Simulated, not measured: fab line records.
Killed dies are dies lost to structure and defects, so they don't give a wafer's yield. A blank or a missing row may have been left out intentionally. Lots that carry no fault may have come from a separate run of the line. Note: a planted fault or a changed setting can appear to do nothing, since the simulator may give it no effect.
Chamber matching || flow sky130 || 4 sister chambers for SKY_VIA1_CMP_24 on cmp-02
The step polishes, stops on SiO2, t overpolish 15 s, target thk 0 nm. 8 wafers are shown with their chamber, then 8 later ones without.

## EACH WAFER AND ITS CHAMBER
{"wafer": "L800.6", "chamber": 0, "motor current A (A)": 9.4, "time to endpoint s (s)": 66.0}
{"wafer": "L802.3", "chamber": 2, "motor current A (A)": 9.0, "time to endpoint s (s)": 69.5}
{"wafer": "L802.4", "chamber": 3, "motor current A (A)": 9.9, "time to endpoint s (s)": 64.4}
{"wafer": "L802.5", "chamber": 3, "motor current A (A)": 10.1, "time to endpoint s (s)": 63.9}
{"wafer": "L803.1", "chamber": 0, "motor current A (A)": 9.5, "time to endpoint s (s)": 65.5}
{"wafer": "L803.2", "chamber": 1, "motor current A (A)": 11.3, "time to endpoint s (s)": 67.4}
{"wafer": "L803.3", "chamber": 2, "motor current A (A)": 9.0, "time to endpoint s (s)": 68.0}
{"wafer": "L805.2", "chamber": 1, "motor current A (A)": 10.9, "time to endpoint s (s)": 68.5}

## WAFERS MISSING THEIR CHAMBER
{"wafer": "L805.5", "motor current A (A)": 9.3, "time to endpoint s (s)": 66.2}
{"wafer": "L805.6", "motor current A (A)": 10.1, "time to endpoint s (s)": 61.9}
{"wafer": "L806.1", "motor current A (A)": 11.4, "time to endpoint s (s)": 66.9}
{"wafer": "L806.2", "motor current A (A)": 9.1, "time to endpoint s (s)": 69.9}
{"wafer": "L806.6", "motor current A (A)": 9.5, "time to endpoint s (s)": 64.8}
{"wafer": "L817.3", "motor current A (A)": 8.5, "time to endpoint s (s)": 72.1}
{"wafer": "L817.4", "motor current A (A)": 10.1, "time to endpoint s (s)": 67.3}
{"wafer": "L817.6", "motor current A (A)": 10.5, "time to endpoint s (s)": 63.5}

## WHICH CHAMBER EACH WENT THROUGH
{"wafer": "L805.5", "from the rows above": 0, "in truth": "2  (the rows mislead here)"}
{"wafer": "L805.6", "from the rows above": 3, "in truth": 3}
{"wafer": "L806.1", "from the rows above": 1, "in truth": 1}
{"wafer": "L806.2", "from the rows above": 2, "in truth": 2}
{"wafer": "L806.6", "from the rows above": "can't be placed: 0 or 3", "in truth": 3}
{"wafer": "L817.3", "from the rows above": 2, "in truth": 2}
{"wafer": "L817.4", "from the rows above": "can't be placed: 3 or 0 or 1", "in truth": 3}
{"wafer": "L817.6", "from the rows above": 3, "in truth": 3}
Placed correctly: 5 of 8. Cannot be placed on the basis of these rows: 2; the candidates contain the true chamber in 2. Placed wrongly: 1.
How it was worked out, from the rows above alone: a wafer's distance from a chamber is the root of the sum, over the readings, of the square of ((its reading less the chamber's mean) divided by the reading's scatter). If the next closest chamber is less than 2 further off than the closest, the wafer can't be placed; otherwise it belongs to the closest. The mean given for a chamber averages the wafers shown for that chamber. The scatter is the square root of a quotient: the sum, over the shown wafers, of each reading's squared deviation from its chamber's mean, divided by wafers minus chambers.
